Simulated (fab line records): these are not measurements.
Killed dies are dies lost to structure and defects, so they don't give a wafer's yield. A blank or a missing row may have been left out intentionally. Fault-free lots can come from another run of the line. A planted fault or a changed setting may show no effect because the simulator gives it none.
fab line records -- flow sky130
[record] lots = 11, wafers = 33, last_day = 50
route steps=708 shown FIELD_ISO@26 POLY_GATE@234 LDD_HVP@287 LOCAL_INTERCONNECT@389
lots that met no fault: taken from a fault-free run of the same line
start_h: hours from the record's opening day to when the first of the lot's shown wafers began -- wait_h: hours elapsed since this lot's preceding step -- " identical to the entry in the row above -- L1.1+2: a single row standing in for several wafers -- - value missing, or start not given -- * or withheld: withheld -- < > ~ a bound
route shown NAME@n: NAME is a module with steps in the file, n the number in the route of the first one -- usual: mean and standard deviation over wafers with no fault -- same: alike in all rows -- chamber/n: place in a boat -- sites: the reading at each site -- _std_site: standard deviation across them -- _edge_site: the outer-site mean with the inner-site mean subtracted -- radius_mm: for every site, how far away it sits from the centre of the wafer -- mask NAME#n: copy n -- behind: tool/chamber where the wafer was last shaped -- hold: why the lot was held/for how many hours/how that ended -- device: transistor that didn't switch, given as n, p or np -- end of line: the tests these same wafers got at the end of their route -- where a step has no rows: the recipe by itself -- killed: the dies lost at the first sort to structure and to defects; this is not the yield of the wafer -- map: a wafer's dies, x killed, . not, _ none there
set.NAME: the run value of the setting; set.NAME@STEP: its run value at that earlier step -- model.NAME: the simulator's own value behind a step, which no gauge read
route steps across a sampled set of lots; one table per step, one row per wafer
services: from which hour (start_h, from the record's first day; less than 0 if before it) a tool's chamber was out of use, for how many hours, and why
[[steps]]
[step SKY_FIELD_ISO_THK_MEAS_25]
[recipe] reads = SiO2_of_FIELD_ISO_CVD_24
[usual] FIELD_ISO_CVD_24_THK = 596/4.9
lot.wafer,tool,chamber,start_h,wait_h,FIELD_ISO_CVD_24_THK[nm]
L586.1,film_metro-03,-,37.03,0.0,596
L586.5,film_metro-03,-,37.03,0.0,598
L586.6,film_metro-03,-,37.03,0.0,584
L588.1,film_metro-01,-,45.35,0.0,599
L588.2,film_metro-01,-,45.35,0.0,597
L588.4,film_metro-01,-,45.35,0.0,604
L592.1,film_metro-02,-,65.95,0.0,598
L592.2,film_metro-02,-,65.95,0.0,593
L592.6,film_metro-02,-,65.95,0.0,598
L595.1,film_metro-03,-,85.92,0.0,596
L595.2,film_metro-03,-,85.92,0.0,607
L595.3,film_metro-03,-,85.92,0.0,599
L599.3,film_metro-02,-,103.47,0.1,598
L599.4,film_metro-02,-,103.47,0.1,599
L599.6,film_metro-02,-,103.47,0.1,610
L600.2,film_metro-02,-,110.04,0.0,603
L600.4,film_metro-02,-,110.04,0.0,602
L600.5,film_metro-02,-,110.04,0.0,599
L601.1,film_metro-02,-,114.94,0.0,592
L601.3,film_metro-02,-,114.94,0.0,595
L601.5,film_metro-02,-,114.94,0.0,588
L603.2,film_metro-01,-,125.00,0.1,592
L603.3,film_metro-01,-,125.00,0.1,590
L603.6,film_metro-01,-,125.00,0.1,595
L604.2,film_metro-01,-,129.82,0.0,596
L604.5,film_metro-01,-,129.82,0.0,606
L604.6,film_metro-01,-,129.82,0.0,601
L607.1,film_metro-03,-,145.58,0.1,594
L607.2,film_metro-03,-,145.58,0.1,595
L607.4,film_metro-03,-,145.58,0.1,597
L608.2,film_metro-03,-,151.65,0.0,599
L608.3,film_metro-03,-,151.65,0.0,596
L608.4,film_metro-03,-,151.65,0.0,602
[step SKY_POLY_GATE_OXIDATION_20]
[recipe] temp_c = 850, ambient = O2, stabilise_s = 600, purge_s = 300, target_thk_a = 40, ox_time_s = 899
[usual] spike_tc_bottom_C = 870.5/1.5, spike_tc_centre_C = 850.6/1, spike_tc_lower_C = 850.8/1, spike_tc_top_C = 865.7/1.3, spike_tc_upper_C = 849.9/0.99, tube_center_temp_C = 849.99/0.062, tube_center_temp_C_max = 852.2/0.36, zone_power_bottom_pct = 23.4/1.8, zone_power_lower_pct = 16.23/0.21, zone_power_top_pct = 27.0/0.49, zone_power_upper_pct = 15.89/0.16
[same] stabilise_s = 600
lot.wafer,tool,chamber,start_h,wait_h,spike_tc_bottom_C,spike_tc_centre_C,spike_tc_lower_C,spike_tc_top_C,spike_tc_upper_C,tube_center_temp_C,tube_center_temp_C_max,zone_power_bottom_pct,zone_power_lower_pct,zone_power_top_pct,zone_power_upper_pct
L586.1,furnace-01,0,364.02,1.8,870.7,849.9,850.5,866.2,850.6,849.99,852.3,21.7,16.47,27.4,15.83
L586.5,furnace-01,0,364.02,1.8,870.9,851.4,850.9,865.1,849.5,850.04,852.0,21.7,15.90,27.8,15.91
L586.6,furnace-01,0,364.02,1.8,870.9,850.5,850.9,867.0,850.6,849.89,851.5,21.8,16.25,27.6,15.80
L588.1,furnace-01,0,392.10,0.0,871.5,849.8,849.0,865.8,848.0,850.06,853.2,21.8,16.49,27.0,15.98
L588.2,furnace-01,0,392.10,0.0,871.4,851.0,850.5,865.1,850.5,849.97,852.1,21.9,16.56,27.6,16.01
L588.4,furnace-01,0,392.10,0.0,871.6,851.3,851.4,865.1,850.9,850.04,852.2,21.7,16.42,27.4,15.60
L592.1,furnace-01,0,427.55,0.8,872.2,850.5,850.7,865.6,850.6,850.07,852.0,22.0,16.33,27.9,15.66
L592.2,furnace-01,0,427.55,0.8,869.8,851.3,850.9,864.4,850.7,850.02,852.5,21.8,16.60,27.4,15.74
L592.6,furnace-01,0,427.55,0.8,870.8,849.6,849.8,864.9,850.1,849.95,853.0,21.2,16.54,27.3,15.73
L595.1,furnace-01,0,471.12,0.5,871.9,850.0,850.3,864.5,848.3,849.96,852.1,21.8,16.54,27.3,15.62
L595.2,furnace-01,0,471.12,0.5,870.9,852.6,850.2,865.2,851.3,849.94,852.0,22.1,16.31,27.6,15.96
L595.3,furnace-01,0,471.12,0.5,871.6,850.1,848.7,864.2,849.4,850.02,852.0,21.5,16.32,26.9,16.03
L599.3,furnace-01,0,492.20,0.0,831.7,813.1,812.6,826.6,809.5,811.1,814.0,19.6,14.56,25.1,14.12
L599.4,furnace-01,0,492.20,0.0,833.1,812.9,813.0,827.3,810.6,811.1,813.4,19.9,14.58,25.5,14.31
L599.6,furnace-01,0,492.20,0.0,833.4,811.5,811.9,827.4,813.5,811.17,812.9,20.0,14.81,25.3,14.51
L600.2,furnace-01,0,497.40,0.0,835.7,812.8,811.8,826.8,811.1,811.12,813.7,19.6,14.52,25.6,14.31
L600.4,furnace-01,0,497.40,0.0,833.9,812.4,812.9,825.4,812.4,811.18,813.1,19.6,15.02,25.2,14.56
L600.5,furnace-01,0,497.40,0.0,832.2,812.5,813.6,827.5,810.5,811.22,813.3,19.9,14.86,25.3,14.02
L601.1,furnace-01,0,502.73,0.5,833.9,810.3,809.5,827.2,812.1,811.12,813.4,19.7,14.65,25.5,14.45
L601.3,furnace-01,0,502.73,0.5,832.0,812.7,811.4,827.7,811.5,811.09,813.2,19.5,14.69,25.2,14.26
L601.5,furnace-01,0,502.73,0.5,833.8,811.5,810.7,826.9,810.6,811.16,814.0,19.7,14.85,26.0,14.38
L603.2,furnace-02,0,519.80,0.0,868.7,849.7,850.3,866.5,849.3,849.96,852.5,25.0,15.99,26.5,15.73
L603.3,furnace-02,0,519.80,0.0,869.8,850.2,852.6,865.8,849.6,849.94,852.7,25.1,16.30,26.6,15.97
L603.6,furnace-02,0,519.80,0.0,869.9,851.7,852.2,865.9,850.5,849.92,852.0,25.3,16.26,26.7,15.98
L604.2,furnace-02,0,534.75,0.0,868.4,850.1,851.1,866.0,849.4,849.96,852.9,25.2,15.97,26.8,15.98
L604.5,furnace-02,0,534.75,0.0,868.4,850.5,852.7,867.1,849.5,850.02,852.6,24.9,16.12,26.6,15.97
L604.6,furnace-02,0,534.75,0.0,869.5,850.1,851.1,866.3,847.7,849.97,852.1,24.7,16.16,26.7,16.11
L607.1,furnace-02,0,554.00,0.0,870.8,850.8,852.3,868.2,850.4,850.04,851.9,25.1,16.03,26.4,16.03
L607.2,furnace-02,0,554.00,0.0,870.4,851.0,851.9,867.2,850.1,849.93,851.9,25.3,16.33,26.7,15.91
L607.4,furnace-02,0,554.00,0.0,867.0,848.7,850.4,867.6,848.7,850.03,852.4,25.4,15.82,26.3,15.80
L608.2,furnace-01,0,564.30,0.0,873.2,850.7,850.5,864.4,849.8,849.94,852.4,22.1,16.49,27.6,15.90
L608.3,furnace-01,0,564.30,0.0,872.4,851.0,849.0,863.8,849.6,849.99,852.5,21.8,16.42,28.0,16.00
L608.4,furnace-01,0,564.30,0.0,872.6,849.7,848.2,865.5,848.9,850.08,852.2,21.9,16.48,26.9,15.80
[step SKY_POLY_GATE_THK_MEAS_21]
[recipe] reads = SiO2_of_POLY_GATE_OXIDATION_20
[usual] POLY_GATE_OXIDATION_THK = 4.00/0.08
lot.wafer,tool,chamber,start_h,wait_h,hold,POLY_GATE_OXIDATION_THK[nm]
L586.1,film_metro-04,-,365.27,0.0,-,4.08
L586.5,film_metro-04,-,365.27,0.0,-,4.04
L586.6,film_metro-04,-,365.27,0.0,-,4.11
L588.1,film_metro-02,-,393.35,0.0,-,4.01
L588.2,film_metro-02,-,393.35,0.0,-,3.99
L588.4,film_metro-02,-,393.35,0.0,-,4.16
L592.1,film_metro-04,-,428.80,0.0,-,4.17
L592.2,film_metro-04,-,428.80,0.0,-,4.21
L592.6,film_metro-04,-,428.80,0.0,-,4.18
L595.1,film_metro-01,-,472.37,0.0,-,4.00
L595.2,film_metro-01,-,472.37,0.0,-,4.09
L595.3,film_metro-01,-,472.37,0.0,-,4.06
L599.3,film_metro-04,-,493.47,0.0,await_dispo/0.2h/release,2.39
L599.4,film_metro-04,-,493.47,0.0,await_dispo/0.2h/release,2.46
L599.6,film_metro-04,-,493.47,0.0,await_dispo/0.2h/release,2.33
L599.3,film_metro-04,-,493.70,0.2,-,2.35
L599.4,film_metro-04,-,493.70,0.2,-,2.41
L599.6,film_metro-04,-,493.70,0.2,-,2.34
L600.2,film_metro-04,-,498.66,0.0,await_dispo/0.2h/release,2.39
L600.4,film_metro-04,-,498.66,0.0,await_dispo/0.2h/release,2.30
L600.5,film_metro-04,-,498.66,0.0,await_dispo/0.2h/release,2.30
L600.2,film_metro-04,-,498.89,0.2,-,2.33
L600.4,film_metro-04,-,498.89,0.2,-,2.31
L600.5,film_metro-04,-,498.89,0.2,-,2.29
L601.1,film_metro-02,-,503.98,0.0,await_dispo/0.2h/release,2.41
L601.3,film_metro-02,-,503.98,0.0,await_dispo/0.2h/release,2.34
L601.5,film_metro-02,-,503.98,0.0,await_dispo/0.2h/release,2.37
L601.1,film_metro-02,-,504.20,0.2,-,2.39
L601.3,film_metro-02,-,504.20,0.2,-,2.33
L601.5,film_metro-02,-,504.20,0.2,-,2.35
L603.2,film_metro-02,-,521.06,0.0,-,3.94
L603.3,film_metro-02,-,521.06,0.0,-,3.90
L603.6,film_metro-02,-,521.06,0.0,-,3.96
L604.2,film_metro-04,-,536.01,0.0,-,4.01
L604.5,film_metro-04,-,536.01,0.0,-,4.07
L604.6,film_metro-04,-,536.01,0.0,-,4.02
L607.1,film_metro-04,-,555.25,0.0,-,3.98
L607.2,film_metro-04,-,555.25,0.0,-,4.05
L607.4,film_metro-04,-,555.25,0.0,-,4.01
L608.2,film_metro-01,-,565.56,0.0,-,3.96
L608.3,film_metro-01,-,565.56,0.0,-,3.98
L608.4,film_metro-01,-,565.56,0.0,-,4.06
[step SKY_LDD_HVP_STRIP_09]
[recipe] chemistry = O2/N2, power_w = 1400, pressure_mtorr = 1500, platen_temp_c = withheld, o2_flow_sccm = 3000, n2_flow_sccm = 300, overash_fraction = 0.5
[usual] chamber_pressure_mTorr = 1500.1/1.3, drypump_motor_current_A = 5.6/0.33, oes_product_au = 0.409/0.0046, strip_time_to_endpoint_s = 4.140/0.018
lot.wafer,tool,chamber,start_h,wait_h,chamber_pressure_mTorr,drypump_motor_current_A,oes_product_au,rf_hours_counter_h,strip_time_to_endpoint_s
L586.1,plasma_asher-03,1,486.74,0.1,1500.0,5.9,0.409,64,4.178
L586.5,plasma_asher-03,1,486.74,0.1,1498.5,5.9,0.414,-,4.184
L586.6,plasma_asher-03,0,486.74,0.1,1501.7,6.0,0.407,-,4.172
L588.1,plasma_asher-01,1,516.74,0.1,1500.5,5.4,0.408,38,4.153
L588.2,plasma_asher-01,0,516.74,0.1,1501.3,5.7,0.401,38,4.140
L588.4,plasma_asher-01,1,516.74,0.1,1499.5,5.4,0.415,-,4.162
L592.1,plasma_asher-04,0,554.02,0.1,1501.6,5.0,0.408,12,4.144
L592.2,plasma_asher-04,1,554.02,0.1,1500.4,5.6,0.409,12,4.135
L592.6,plasma_asher-04,0,554.02,0.1,1500.0,5.0,0.407,-,4.165
L595.1,plasma_asher-03,1,593.07,0.1,1500.9,5.9,0.411,75,4.167
L595.2,plasma_asher-03,0,593.07,0.1,1498.3,6.0,0.411,75,4.133
L595.3,plasma_asher-03,1,593.07,0.1,1499.6,5.9,0.403,-,4.121
L599.3,plasma_asher-04,0,613.98,0.1,1500.2,5.0,0.415,-,4.148
L599.4,plasma_asher-04,1,613.98,0.1,1499.6,5.6,0.419,-,4.136
L599.6,plasma_asher-04,1,613.98,0.1,1500.5,5.6,0.411,-,4.150
L600.2,plasma_asher-04,1,618.49,0.1,1499.9,5.6,0.410,19,4.156
L600.4,plasma_asher-04,0,618.49,0.1,1501.8,5.0,0.398,-,4.159
L600.5,plasma_asher-04,0,618.49,0.1,1498.7,5.0,0.413,-,4.159
L601.1,plasma_asher-01,1,622.00,0.1,1501.2,5.4,0.405,48,4.142
L601.3,plasma_asher-01,0,622.00,0.1,1497.9,5.7,0.404,-,4.130
L601.5,plasma_asher-01,0,622.00,0.1,1500.7,5.6,0.409,-,4.132
L603.2,plasma_asher-01,0,640.39,0.1,1501.6,5.6,0.409,50,4.141
L603.3,plasma_asher-01,1,640.39,0.1,1501.9,5.4,0.414,-,4.135
L603.6,plasma_asher-01,0,640.39,0.1,1502.0,5.6,0.405,-,4.138
L604.2,plasma_asher-01,0,653.40,0.1,1501.0,5.6,0.414,52,4.157
L604.5,plasma_asher-01,1,653.40,0.1,1499.3,5.4,0.405,-,4.117
L604.6,plasma_asher-01,0,653.40,0.1,1504.3,5.6,0.415,-,4.145
L607.1,plasma_asher-04,1,670.57,0.1,1499.4,5.6,0.404,24,4.125
L607.2,plasma_asher-04,0,670.57,0.1,1500.0,5.0,0.412,24,4.134
L607.4,plasma_asher-04,1,670.57,0.1,1498.4,5.6,0.409,-,4.133
L608.2,plasma_asher-04,0,678.42,0.1,1499.6,5.0,0.407,26,4.121
L608.3,plasma_asher-04,0,678.42,0.1,1500.3,5.0,0.403,-,4.128
L608.4,plasma_asher-04,1,678.42,0.1,1501.7,5.6,0.413,-,4.116
[step SKY_LOCAL_INTERCONNECT_THK_MEAS_02]
[recipe] thk_meas_gauge = xrf, reads = TiN_of_LOCAL_INTERCONNECT_SPUTTER_00
[usual] LOCAL_INTERCONNECT_TIN_THK = 97.6/0.98
lot.wafer,tool,chamber,start_h,wait_h,LOCAL_INTERCONNECT_TIN_THK[nm]
L586.1,film_metro-02,-,668.17,0.1,97.5
L586.5,film_metro-02,-,668.17,0.1,96.9
L586.6,film_metro-02,-,668.17,0.1,97.4
L588.1,film_metro-03,-,694.24,0.1,96.9
L588.2,film_metro-03,-,694.24,0.1,96.1
L588.4,film_metro-03,-,694.24,0.1,96.4
L592.1,film_metro-03,-,730.02,0.1,98.1
L592.2,film_metro-03,-,730.02,0.1,98.7
L592.6,film_metro-03,-,730.02,0.1,99.2
L595.1,film_metro-04,-,765.14,0.1,98.1
L595.2,film_metro-04,-,765.14,0.1,97.6
L595.3,film_metro-04,-,765.14,0.1,97.5
L599.3,film_metro-02,-,782.16,0.1,98.7
L599.4,film_metro-02,-,782.16,0.1,97.2
L599.6,film_metro-02,-,782.16,0.1,97.9
L600.2,film_metro-04,-,788.27,0.1,98.9
L600.4,film_metro-04,-,788.27,0.1,97.7
L600.5,film_metro-04,-,788.27,0.1,98.2
L601.1,film_metro-02,-,791.82,0.1,98.3
L601.3,film_metro-02,-,791.82,0.1,96.3
L601.5,film_metro-02,-,791.82,0.1,96.6
L603.2,film_metro-02,-,807.78,0.1,98.9
L603.3,film_metro-02,-,807.78,0.1,98.9
L603.6,film_metro-02,-,807.78,0.1,98.9
L604.2,film_metro-03,-,820.97,0.1,97.6
L604.5,film_metro-03,-,820.97,0.1,97.7
L604.6,film_metro-03,-,820.97,0.1,99.0
L607.1,film_metro-04,-,841.76,0.1,98.6
L607.2,film_metro-04,-,841.76,0.1,97.6
L607.4,film_metro-04,-,841.76,0.1,98.2
L608.2,film_metro-02,-,846.80,0.1,98.1
L608.3,film_metro-02,-,846.80,0.1,97.0
L608.4,film_metro-02,-,846.80,0.1,97.8
[[services]]
tool,chamber,start_h,hours,kind
furnace-01,-,353.12,5.1,pm
furnace-02,-,383.24,3.4,pm
plasma_asher-04,-,421.25,9.0,pm
plasma_asher-04,0,421.25,9.2,vent_cycle
plasma_asher-04,1,421.25,9.2,vent_cycle
plasma_asher-04,-,425.27,5.1,repair
plasma_asher-04,0,430.25,-,clean
plasma_asher-04,1,430.25,-,clean
plasma_asher-03,-,436.00,11.1,pm
furnace-02,-,456.01,3.3,pm
plasma_asher-01,-,469.66,15.6,pm
furnace-01,-,475.17,3.8,pm
furnace-02,-,491.76,13.9,repair
plasma_asher-04,-,505.99,5.8,repair
plasma_asher-03,-,534.75,1.3,repair
furnace-01,-,634.34,4.9,pm
furnace-01,-,643.99,3.8,pm
plasma_asher-01,-,675.51,28.1,pm
[[key]]
[first_sign] step = SKY_POLY_GATE_OXIDATION_20, reading = tube_center_temp_C, direction = down, sigmas = 99+, usual = *, struck = *
[effect] step = SKY_POLY_GATE_OXIDATION_20, reading = tube_center_temp_C_max, direction = down, sigmas = 99+, usual = *, struck = *
[effect] step = SKY_POLY_GATE_THK_MEAS_21, reading = visit, direction = added
[effect] step = SKY_POLY_GATE_THK_MEAS_21, reading = POLY_GATE_OXIDATION_THK, direction = down, sigmas = 20, usual = 4.00, struck = 2.37
met_at SKY_POLY_GATE_OXIDATION_20
struck_lots L599,L600,L601
tester_left_out L599,L600,L601
not_acting_at SKY_FIELD_ISO_THK_MEAS_25,SKY_LDD_HVP_STRIP_09,SKY_LOCAL_INTERCONNECT_THK_MEAS_02
onset_between 471.12 492.20
[fault] kind = process_parameter_drift, tool = furnace-01, chamber = -, onset_h = 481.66, steps = SKY_POLY_GATE_OXIDATION_20, channel = temp_c, offset = *, shape = step, end_h = 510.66, acts_in = *, stated = *
// tester_left_out: of these lots the tester's yield and bins aren't shown, on N5 and GAA mostly nor the transistor test; their killed dies are dies lost to structure and defects alone, not to doping, threshold or leakage, so they don't give the yield
